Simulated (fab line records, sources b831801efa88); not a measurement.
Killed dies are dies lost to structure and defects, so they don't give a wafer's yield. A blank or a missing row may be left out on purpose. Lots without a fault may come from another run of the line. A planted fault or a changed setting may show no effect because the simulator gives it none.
fab line records | flow sky130
record lots=6 wafers=18 last_day=50
route steps=708 shown METAL2@489
lots that met no fault: from a run of the same line without faults
start_h: hours from the record's first day to the start of the lot's first wafer shown | wait_h: hours since the lot's step before | " the same as in the row above | L1.1+2: a row that stands for several wafers | - no value, or no start given | * or withheld: withheld | < > ~ a bound
route shown NAME@n: a module of which the file shows steps, and the number in the route of the first | usual: mean/standard deviation of fault-free wafers | same: alike in all rows | chamber/n: place in a boat | sites: the reading at each site | _std_site: their standard deviation | _edge_site: outer sites' mean less inner sites' | radius_mm: how far each site lies from the wafer's centre | mask NAME#n: copy n | behind: the tool/chamber that last shaped the wafer | hold: why the lot was held/for how many hours/how that ended | device: the transistor (n, p or np) that didn't switch | end of line: the same wafers' tests at the end of the route | a step without rows: its recipe alone | killed: dies lost to structure and defects at the first sort, not the wafer's yield | map: a wafer's dies, x killed, . not, _ none there
set.NAME: the setting as run; set.NAME@STEP: as run at that earlier step | model.NAME: the simulator's own value behind a step, which no gauge read
lots at some steps of the route; a table a step, a row a wafer
services: from which hour (start_h, from the record's first day; less than 0 if before it) a tool's chamber was out of use, for how many hours, and why
## steps
# step SKY_METAL2_THK_MEAS_06
# recipe thk_meas_gauge=xrf reads=AlCu_of_METAL2_SPUTTER_02
# usual METAL2_ALCU_THK=252.0/3
# columns lot.wafer tool chamber start_h wait_h METAL2_ALCU_THK[nm]
L623.3 film_metro-02 - 802.15 0.1 250.4
L623.4 " - " " 250.8
L623.6 " - " " 250.7
L632.2 film_metro-02 - 882.80 0.1 248.4
L632.3 " - " " 250.2
L632.4 " - " " 250.4
L642.3 film_metro-03 - 948.46 0.1 255.2
L642.4 " - " " 254.9
L642.5 " - " " 254.0
L644.2 film_metro-04 - 960.05 0.1 248.9
L644.4 " - " " 248.9
L644.6 " - " " 253.6
L645.2 film_metro-03 - 963.93 0.1 254.2
L645.3 " - " " 251.0
L645.4 " - " " 253.6
L646.1 film_metro-03 - 965.60 0.1 253.0
L646.5 " - " " 258.8
L646.6 " - " " 251.1
# step SKY_METAL2_DEHYDRATE_07
# recipe temp_c=200 time_s=60
# step SKY_METAL2_HMDS_08
# recipe prime_time_s=60 prime_temp_c=120
# step SKY_METAL2_COAT_09
# recipe resist=BARC temp_c=withheld time_s=withheld spin_rpm=3000 resist_thk_nm=60
# step SKY_METAL2_COAT_10
# recipe resist=KrF-thick spin_rpm=3000 resist_thk_nm=450
# step SKY_METAL2_SOFTBAKE_11
# recipe temp_c=100 time_s=90 resist=KrF-thick
# step SKY_METAL2_EXPOSE_12
# recipe mask_id=MM2 na=0.8 source_shape=annular sigma_inner=0.55 sigma_outer=0.85 target_cd_nm=140 dose_mj=28
# step SKY_METAL2_PEB_13
# recipe peb_temp_c=withheld peb_time_s=withheld resist=KrF-thick
# step SKY_METAL2_DEVELOP_14
# recipe develop_time_s=57.98 resist=KrF-thick dev_temp_c=21
# step SKY_METAL2_CD_MEAS_15
# recipe target_cd_nm=140
# usual cd_nm=140.2/1.3
# columns lot.wafer tool chamber start_h wait_h cd_nm
L623.3 cd_sem-01 - 829.69 - 140.8
L623.4 " - " " 139.9
L623.6 " - " " 140.6
L632.2 cd_sem-02 - 909.12 - 141.5
L632.3 " - " " 140.6
L632.4 " - " " 141.0
L642.3 cd_sem-01 - 972.34 - 140.2
L642.4 " - " " 141.4
L642.5 " - " " 139.8
L644.2 cd_sem-02 - 984.37 - 140.0
L644.4 " - " " 139.4
L644.6 " - " " 140.7
L645.2 cd_sem-01 - 988.47 - 139.4
L645.3 " - " " 140.4
L645.4 " - " " 139.8
L646.1 cd_sem-02 - 989.40 - 140.0
L646.5 " - " " 142.6
L646.6 " - " " 139.9
# step SKY_METAL2_OVL_MEAS_16
# usual METAL2_OVL=-2/5
# columns lot.wafer tool chamber start_h wait_h METAL2_OVL[nm]
L623.3 overlay-01 - 829.78 0.1 -7
L623.4 " - " " -10
L623.6 " - " " -7
L632.2 overlay-02 - 909.22 0.1 1
L632.3 " - " " -3
L632.4 " - " " -3
L642.3 overlay-01 - 972.44 0.1 3
L642.4 " - " " -13
L642.5 " - " " 2
L644.2 overlay-02 - 984.48 0.1 -1
L644.4 " - " " -3
L644.6 " - " " -11
L645.2 overlay-02 - 988.57 0.1 -3
L645.3 " - " " 1
L645.4 " - " " -1
L646.1 overlay-01 - 989.52 0.1 -3
L646.5 " - " " -1
L646.6 " - " " -10
# step SKY_METAL2_DESCUM_17
# recipe chemistry=O2 source_power_w=150 bias_power_w=0 pressure_mtorr=10 temp_c=40 time_s=8
# usual drypump_motor_current_A=5.6/0.56 oes_product_au=0.998/0.017
# columns lot.wafer tool chamber start_h wait_h drypump_motor_current_A oes_product_au rf_hours_counter_h
L623.3 rie_metal-04 1 829.82 0.0 5.2 0.994 -
L623.4 " 0 " " 5.1 0.986 -
L623.6 " 0 " " 5.1 0.978 -
L632.2 rie_metal-02 0 909.25 0.0 6.6 1.014 3
L632.3 " 1 " " 5.8 0.994 -
L632.4 " 0 " " 6.6 1.020 -
L642.3 rie_metal-02 0 972.47 0.0 6.6 1.019 -
L642.4 " 1 " " 5.8 1.001 -
L642.5 " 0 " " 6.6 1.016 -
L644.2 rie_metal-04 0 984.52 0.0 5.0 0.961 -
L644.4 " 0 " " 5.0 0.968 -
L644.6 " 0 " " 5.0 0.967 -
L645.2 rie_metal-02 1 988.60 0.0 5.7 0.992 1
L645.3 " 1 " " 5.8 1.011 -
L645.4 " 0 " " 6.6 1.026 -
L646.1 rie_metal-04 0 989.55 0.0 5.0 0.974 12
L646.5 " 0 " " 5.0 0.977 -
L646.6 " 0 " " 5.0 0.985 -
# step SKY_METAL2_ETCH_18
# recipe chemistry=N2/H2 target=BARC ion_energy_ev=200 bias_w=100 pressure_mtorr=30 n2_flow_sccm=100 h2_flow_sccm=200 icp_w=500 stop_on=SiO2 time_s=45.9 target_depth_a=600
# usual bias_w=100.01/0.26 chamber_pressure_mTorr=30.000/0.027 drypump_motor_current_A=5.6/0.56 oes_product_au=0.856/0.0048 throttle_valve_pct=13.225/0.0091
# columns lot.wafer tool chamber start_h wait_h bias_w chamber_pressure_mTorr drypump_motor_current_A oes_product_au rf_hours_counter_h throttle_valve_pct model.KrF-thick_of_METAL2_COAT_10.thk_nm
L623.3 rie_metal-04 1 829.86 0.0 99.97 30.001 5.1 0.865 - 13.211 393.9
L623.4 " 0 " " 99.94 29.967 5.1 0.861 - 13.215 394.7
L623.6 " 0 " " 100.46 30.020 5.1 0.848 - 13.226 395.7
L632.2 rie_metal-02 0 909.28 0.0 99.65 30.020 6.6 0.859 3 13.230 391.2
L632.3 " 1 " " 100.25 30.025 5.8 0.864 - 13.230 393.4
L632.4 " 0 " " 99.49 29.978 6.6 0.861 - 13.229 390.1
L642.3 rie_metal-02 0 972.51 0.0 - - - - - - 436.7
L642.4 " 1 " " - - - - - - 436.3
L642.5 " 0 " " - - - - - - 435.7
L644.2 rie_metal-04 0 984.59 0.1 - - - - - - 436.8
L644.4 " 0 " " - - - - - - 438.2
L644.6 " 0 " " - - - - - - 438.7
L645.2 rie_metal-02 1 988.63 0.0 100.01 29.969 5.8 0.862 1 13.234 392.9
L645.3 " 1 " " 100.11 29.957 5.8 0.853 - 13.208 392.3
L645.4 " 0 " " 100.69 30.000 6.6 0.855 - 13.233 389.9
L646.1 rie_metal-04 0 989.62 0.1 100.04 30.017 5.1 0.849 12 13.218 394.9
L646.5 " 0 " " 99.95 30.003 5.1 0.852 - 13.218 395.1
L646.6 " 0 " " 100.20 29.984 5.1 0.860 - 13.217 394.9
# step SKY_METAL2_METAL_ETCH_19
# recipe target_depth_a=3600 stop_on=SiO2 over_etch_frac=0.3 time_s=78 chemistry=Cl2/BCl3 resist_sidewall_deg=88 pressure_mtorr=10 icp_w=900 bias_w=48.5 Cl2_flow_sccm=60 bcl3_flow_sccm=30
# usual bcl3_flow_sccm=30.01/0.093 bias_w=48.52/0.15 drypump_motor_current_A=5.6/0.56 oes_product_au=0.856/0.0063 throttle_valve_pct=22.264/0.0084
# same over_etch_frac=0.3
# columns lot.wafer tool chamber start_h wait_h bcl3_flow_sccm bias_w drypump_motor_current_A oes_product_au rf_hours_counter_h throttle_valve_pct model.KrF-thick_of_METAL2_COAT_10.thk_nm
L623.3 rie_metal-04 1 829.93 0.1 30.09 48.19 5.1 0.848 - 22.270 160.9
L623.4 " 0 " " 30.06 48.51 5.0 0.855 - 22.258 168.5
L623.6 " 0 " " 30.07 48.53 5.1 0.853 - 22.268 170.4
L632.2 rie_metal-02 0 909.35 0.0 30.08 48.70 6.6 0.857 3 22.267 147.7
L632.3 " 1 " " 29.87 48.46 5.8 0.855 - 22.263 160.8
L632.4 " 0 " " 30.02 48.64 6.6 0.858 - 22.280 148
L642.3 rie_metal-02 0 972.58 0.1 29.93 48.47 6.6 0.372 - 22.264 192
L642.4 " 1 " " 29.90 48.55 5.8 0.376 - 22.271 202.5
L642.5 " 0 " " 30.14 48.59 6.6 0.375 - 22.254 193.9
L644.2 rie_metal-04 0 984.73 0.1 29.99 48.67 5.1 0.365 - 22.261 211.6
L644.4 " 0 " " 29.98 48.61 5.1 0.373 - 22.266 215.6
L644.6 " 0 " " 29.94 48.55 5.0 0.372 - 22.251 215.3
L645.2 rie_metal-02 1 988.70 0.0 29.99 48.33 5.8 0.865 1 22.261 155.9
L645.3 " 1 " " 29.99 48.45 5.8 0.855 - 22.253 158
L645.4 " 0 " " 30.16 48.35 6.6 0.852 - 22.274 145.7
L646.1 rie_metal-04 0 989.74 0.1 29.86 48.47 5.1 0.853 13 22.257 171.8
L646.5 " 0 " " 29.95 48.37 5.0 0.854 - 22.276 171
L646.6 " 0 " " 29.95 48.59 5.1 0.854 - 22.253 171.1
# step SKY_METAL2_STRIP_20
# recipe chemistry=O2/N2 power_w=1400 pressure_mtorr=1500 platen_temp_c=withheld o2_flow_sccm=3000 n2_flow_sccm=300 overash_fraction=0.5
# usual drypump_motor_current_A=5.7/0.47 oes_product_au=0.344/0.006 strip_time_to_endpoint_s=2.71/0.082
# columns lot.wafer tool chamber start_h wait_h drypump_motor_current_A oes_product_au rf_hours_counter_h strip_time_to_endpoint_s
L623.3 plasma_asher-02 1 830.03 0.1 5.8 0.350 - 2.72
L623.4 " 0 " " 5.6 0.347 - 2.81
L623.6 " 1 " " 5.8 0.348 - 2.83
L632.2 plasma_asher-03 0 909.44 0.1 5.1 0.337 113 2.59
L632.3 " 1 " " 6.0 0.349 - 2.71
L632.4 " 0 " " 5.1 0.341 - 2.57
L642.3 plasma_asher-01 1 972.68 0.1 5.4 0.365 - 3.05
L642.4 " 0 " " 6.4 0.363 - 3.17
L642.5 " 0 " " 6.3 0.362 - 3.08
L644.2 plasma_asher-01 0 984.88 0.1 6.3 0.368 25 3.27
L644.4 " 0 " " 6.4 0.371 - 3.33
L644.6 " 0 " " 6.4 0.369 - 3.31
L645.2 plasma_asher-01 1 988.79 0.1 5.4 0.342 26 2.67
L645.3 " 0 " " 6.4 0.344 - 2.69
L645.4 " 1 " " 5.4 0.335 - 2.56
L646.1 plasma_asher-03 1 989.92 0.1 6.0 0.345 123 2.82
L646.5 " 1 " " 6.0 0.358 - 2.84
L646.6 " 0 " " 5.0 0.343 - 2.84
# step SKY_METAL2_STRIP_21
# recipe chemistry=post_etch_residue_remover time_s=1200 temp_c=72.5
## services
# columns tool chamber start_h hours kind
rie_metal-02 0 810.45 - clean
rie_metal-02 0 810.45 23.1 scheduled_down
rie_metal-02 0 810.45 23.1 vent_cycle
plasma_asher-02 - 820.39 2.8 pm
plasma_asher-02 - 833.43 4.2 repair
rie_metal-04 0 837.78 18.8 repair
plasma_asher-02 - 893.10 11.7 pm
plasma_asher-01 - 913.00 7.8 repair
plasma_asher-02 - 922.01 75.3 repair
rie_metal-02 1 932.55 - clean
rie_metal-02 1 932.55 27.1 scheduled_down
rie_metal-02 1 932.55 27.1 vent_cycle
rie_metal-04 1 974.73 - clean
rie_metal-04 1 974.73 15.9 scheduled_down
rie_metal-04 1 974.73 15.9 vent_cycle
plasma_asher-02 - 975.36 0.6 repair
rie_metal-02 - 977.29 10.0 pm
## key
first_sign step=SKY_METAL2_ETCH_18 reading=tool_record direction=missing
effect step=SKY_METAL2_METAL_ETCH_19 reading=oes_product_au direction=down sigmas=77 usual=0.856 struck=0.372
effect step=SKY_METAL2_STRIP_20 reading=strip_time_to_endpoint_s direction=up sigmas=6 usual=* struck=*
model_effect step=SKY_METAL2_ETCH_18 value=KrF-thick_of_METAL2_COAT_10.thk_nm without=394.5 struck=437.1
model_effect step=SKY_METAL2_METAL_ETCH_19 value=KrF-thick_of_METAL2_COAT_10.thk_nm without=162.6 struck=205.2
met_at SKY_METAL2_ETCH_18
struck_wafers L642.3,L642.4,L642.5,L644.2,L644.4,L644.6
later_rows_left_out L642.3,L642.4,L642.5,L644.2,L644.4,L644.6
sort_left_out L642.3,L642.4,L642.5,L644.2,L644.4,L644.6
onset_between 909.28 972.51
fault kind=skipped_step_whole tool=rie_metal-02,rie_metal-04 chamber=- onset_h=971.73 steps=SKY_METAL2_ETCH_18 scope=struck_lots_only
# sort_left_out: the simulated sort isn't trusted on such a fault, so these wafers' sort isn't shown, and their yield isn't known
# later_rows_left_out: the simulator's readings of these wafers behind a module that went badly wrong aren't trusted and aren't shown, but for the sort
